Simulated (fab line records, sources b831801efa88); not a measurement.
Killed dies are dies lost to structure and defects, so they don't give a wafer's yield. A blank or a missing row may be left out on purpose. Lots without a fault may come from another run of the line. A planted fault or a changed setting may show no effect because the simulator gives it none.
Which tool did it? | flow sky130 | 6 lots, 18 wafers sampled, at 3 steps of a route of 708

WHAT THE GAUGES READ, wafer by wafer
SKY_POLY_GATE_THK_MEAS_01.
lot  | measured     | on            | POLY_GATE_CVD_00_THK (nm)
L375 | day 14 02:32 | film_metro-03 | 179.9 178.4 178.9
L386 | day 18 02:34 | film_metro-03 | 180.2 179.5 180.9
L389 | day 19 06:06 | film_metro-01 | 179.0 180.6 178.9
L391 | day 20 00:35 | film_metro-01 | 183.9 183.3 181.8
L394 | day 21 02:53 | film_metro-03 | 180.4 180.9 182.6
L396 | day 21 20:07 | film_metro-04 | 180.4 178.7 179.8

WHICH TOOL RAN EACH LOT (tool, then ch and the chambers of the sampled wafers, then the start)
lot  | SKY_GATE_OXIDE_STRIP_13              | SKY_POLY_GATE_CVD_00
L375 | plasma_asher-01 ch 0,1, day 13 21:56 | lpcvd-01 ch 1, day 14 01:19
L386 | plasma_asher-03 ch 0,1, day 17 23:04 | lpcvd-01 ch 0, day 18 01:22
L389 | plasma_asher-03 ch 0,1, day 19 02:31 | lpcvd-01 ch 1, day 19 04:54
L391 | plasma_asher-02 ch 0,1, day 19 21:39 | lpcvd-01 ch 0, day 19 23:22
L394 | plasma_asher-02 ch 0,1, day 20 23:52 | lpcvd-01 ch 0, day 21 01:41
L396 | plasma_asher-03 ch 0,1, day 21 17:10 | lpcvd-01 ch 1, day 21 18:54
- SKY_GATE_OXIDE_STRIP_13: strips in O2/N2.
- SKY_POLY_GATE_CVD_00: deposits poly-Si, target thk 180 nm, time 720 s.

THE ANSWER, worked out from the rows above alone
Rule: what is usual is taken from the lots themselves. Put in order of their means at a reading, lots are off if they are a third of the lots or fewer, leave a main group of 4 or more, and stand apart from it by a gap of 3 or more times the standard deviation of the main group's means; of several such gaps the widest counts. A main group whose means are all the same, to the digits that the tables above print for the reading, isn't used. A lot without any number at a reading at which 4 lots or more have one is off too. The other lots that the step has rows for count as sound.
No lot is off at any reading shown: from this, nothing can be told.

WHAT THE SIMULATOR HAD PUT IN
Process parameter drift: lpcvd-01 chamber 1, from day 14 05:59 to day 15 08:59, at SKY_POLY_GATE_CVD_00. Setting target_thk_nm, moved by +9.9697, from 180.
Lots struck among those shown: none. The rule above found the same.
